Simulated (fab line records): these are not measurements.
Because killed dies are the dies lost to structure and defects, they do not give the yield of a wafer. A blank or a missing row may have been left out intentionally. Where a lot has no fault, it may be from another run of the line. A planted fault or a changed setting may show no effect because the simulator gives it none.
Which of the tools did it?    flow sky130    Sampling: 24 lots, 72 wafers, 2 of 708 route steps

WHAT EACH GAUGE READ, for each wafer
SKY_VT_ADJUST_HVTR_OVL_MEAS_08.
lot   measured      on          VT_ADJUST_HVTR_OVL (nm)
L074  day 9 14:58   overlay-01  0.0 0.5 1.3
L075  day 9 18:26   overlay-02  -1.5 0.0 -0.4
L076  day 10 02:48  overlay-01  -1.1 -0.1 -1.3
L077  day 10 09:39  overlay-01  -0.7 0.0 -0.8
L078  day 10 15:57  overlay-01  0.2 -1.8 -0.3
L079  day 11 01:14  overlay-02  1.1 -1.2 0.5
L080  day 11 03:38  overlay-01  -1.4 0.2 -2.7
L081  day 11 16:22  overlay-02  0.8 2.0 -0.8
L082  day 11 20:53  overlay-02  -1.0 -0.8 -1.3
L083  day 12 04:48  overlay-02  -0.8 1.5 1.9
L084  day 12 10:17  overlay-01  -1.2 -2.8 -1.8
L085  day 12 22:35  overlay-01  0.3 0.5 -0.3
L086  day 13 12:06  overlay-01  0.2 0.6 0.6
L087  day 13 19:26  overlay-01  -0.5 -4.0 -2.1
L088  day 13 22:05  overlay-01  2.5 1.8 1.3
L089  day 14 04:21  overlay-02  1.8 -0.3 0.2
L090  day 14 10:58  overlay-01  0.7 -1.0 -0.6
L091  day 14 18:44  overlay-01  0.3 -1.4 -0.7
L092  day 15 02:20  overlay-02  1.2 -0.3 -0.6
L093  day 15 11:15  overlay-02  2.9 1.6 1.0
L094  day 15 11:17  overlay-01  -0.2 0.6 0.7
L095  day 15 20:19  overlay-02  1.0 -1.5 -0.9
L096  day 16 05:05  overlay-01  -0.8 -1.1 -0.2
L097  day 16 14:29  overlay-02  0.6 0.3 1.2

SKY_LI_CONTACT_RS_MEAS_22: a four-point-probe measurement.
lot   measured      on             LI_CONTACT_W_RS (ohm/sq)
L074  day 29 07:02  film-metro-04  0.292 0.283 0.289
L075  day 29 07:41  film-metro-01  0.281 0.288 0.284
L076  day 30 00:42  film-metro-02  0.284 0.285 0.284
L077  day 30 07:37  film-metro-04  0.286 0.280 0.281
L078  day 30 10:14  film-metro-02  0.283 0.287 0.285
L079  day 31 08:19  film-metro-02  0.284 0.286 0.285
L080  day 31 03:42  film-metro-04  0.285 0.278 0.279
L081  day 32 06:46  film-metro-01  0.281 0.282 0.281
L082  day 32 08:17  film-metro-04  0.286 0.285 0.287
L083  day 32 10:58  film-metro-02  0.286 0.278 0.284
L084  day 32 17:43  film-metro-01  0.288 0.283 0.284
L085  day 33 06:05  film-metro-04  0.284 0.286 0.288
L086  day 33 14:02  film-metro-02  0.272 0.271 0.275
L087  day 33 19:35  film-metro-01  0.280 0.288 0.280
L088  day 33 20:16  film-metro-04  0.286 0.272 0.272
L089  day 34 04:58  film-metro-02  0.270 0.284 0.269
L090  day 34 11:23  film-metro-04  0.278 0.282 0.282
L091  day 34 20:16  film-metro-04  0.281 0.280 0.278
L092  day 35 07:17  film-metro-04  0.275 0.286 0.286
L093  day 35 13:40  film-metro-01  0.272 0.276 0.273
L094  day 35 14:12  film-metro-01  0.281 0.282 0.277
L095  day 35 20:42  film-metro-02  0.282 0.282 0.285
L096  day 36 02:03  film-metro-02  0.279 0.283 0.281
L097  day 36 14:31  film-metro-04  0.287 0.276 0.290

WHICH TOOL RAN EACH LOT (tool, then ch and the chambers of the sampled wafers, then the start)
The record holds no process step before these readings.

WHAT THE TOOLS THEMSELVES READ (means of the sampled wafers that have a number; where no wafer has one, the mark that the record gives instead)
The record holds no such reading with a usual standard deviation.

THE ANSWER, worked out from the rows above alone
Rule: what is usual is taken from the lots themselves. The widest of any qualifying gaps counts: lots, ordered by their means at a reading, are off when they make up no more than a third of the lots, leave a main group of 4 or more, and stand apart from it by 3 or more times the standard deviation of that group's means. The tables above print the reading to a certain number of digits; a main group whose means all agree to those digits is not used. A lot without any number at a reading at which 4 lots or more have one is off too. All remaining lots with rows at the step are treated as sound. First the gauges in route order, then the tools' own readings, where a lot's mean is used as printed above. The first step at which some lot is off is used, and at that step the reading that is off furthest; a lot without a number counts as furthest.
Nothing can be told from this: no lot is off at any reading shown.

WHAT THE SIMULATOR HAD INSERTED
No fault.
